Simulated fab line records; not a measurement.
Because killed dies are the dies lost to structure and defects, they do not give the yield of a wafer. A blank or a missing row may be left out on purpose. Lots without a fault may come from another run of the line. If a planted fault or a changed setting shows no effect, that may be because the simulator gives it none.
A struck lot beside a sound one -- flow sky130 -- 15 steps out of a route of 708
Sound: the wafers L420.1, L420.3, L420.4. Wafers L437.1, L437.4, L437.6 were the ones struck. The cause is named last.
Per side, at each step with rows, come the tool, then ch with its chambers, and then its first start. Under that, the readings that differ: sound wafers -- struck wafers -- difference of the means -- sigmas: that difference in standard deviations of wafers without a fault.
alike: readings whose means differ by less than 2 such deviations, and words and numbers that are the same on both sides. not compared: withheld readings, readings that some wafer has no value for, bounds like >300 that may hide the same value, and numbers for which the record gives no deviation and whose values overlap.
Wherever a step has rows on one side only, a row that says differs or no value, or a row with sigmas, the two part there. When numbers do not overlap yet have no deviation, they are printed without sigmas and do not part them. A reading that every wafer of one side lacks parts them only if that side has two wafers or more.

first, 4 steps without rows for these wafers: SKY_LDD_N_SOFTBAKE_03 (time 60 s); SKY_LDD_N_EXPOSE_04 (exposes mask NTM, target cd 840 nm); SKY_LDD_N_PEB_05; SKY_LDD_N_DEVELOP_06 (develop time 60 s).
SKY_LDD_N_OVL_MEAS_07:
  struck on overlay-01, day 25 15:22; sound on overlay-01, day 20 07:13
  alike: LDD_N_OVL
then, 7 steps without rows for these wafers: SKY_LDD_N_IMPLANT_08; SKY_LDD_N_IMPLANT_09; SKY_LDD_N_IMPLANT_10; SKY_LDD_N_IMPLANT_11; SKY_LDD_N_IMPLANT_12; SKY_LDD_N_IMPLANT_13; SKY_LDD_N_IMPLANT_14.
SKY_LDD_N_IMPLANT_15:
  sound on implanter-03 ch 0, day 20 08:18; struck on implanter-02 ch 0, day 25 16:27
reading,sound,struck,difference,sigmas
beam_on_s (s),9.59 10.12 9.82,12.79 12.76 12.78,+2.93,+15
faraday_current_uA,29.4 27.9 28.7,22.1 22.1 22.0,-6.6,-12
SKY_LDD_N_STRIP_16: strips in O2/N2.
  sound on plasma_asher-01 ch 0,1, day 20 08:27; struck on plasma_asher-01 ch 0,1, day 25 16:36
  alike: drypump_motor_current_A, oes_product_au, strip_time_to_endpoint_s
  not compared: rf_hours_counter_h
-- here the record skips 25 days between the struck wafers' starts before and after, leaving off in module LDD_N and picking up in module PAD_OPEN (first step shown: number 708 of the route) --
SKY_PAD_OPEN_PROBE_99:
  struck on prober-02, day 50 17:49; sound on prober-01, day 47 10:46
reading,sound,struck,difference,sigmas
model.etest.nfet_01v8_turned.vt_sat_v (V),0.6619 0.6621 0.6549,0.6667 0.6678 0.6785,+0.0114,
  alike: killed_at_M0_to_M3, killed_at_M4_up, killed_at_contacts, killed_at_front_end, killed_at_other, killed_dies, killed_open, killed_short

## WHERE THEY PART
SKY_LDD_N_IMPLANT_15 only, going by this record. Later steps at which nothing parts them and some readings are alike: SKY_LDD_N_STRIP_16, SKY_PAD_OPEN_PROBE_99.

WHY: whatever the simulator had introduced
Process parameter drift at SKY_LDD_N_IMPLANT_15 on implanter-02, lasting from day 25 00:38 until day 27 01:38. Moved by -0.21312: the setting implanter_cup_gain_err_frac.
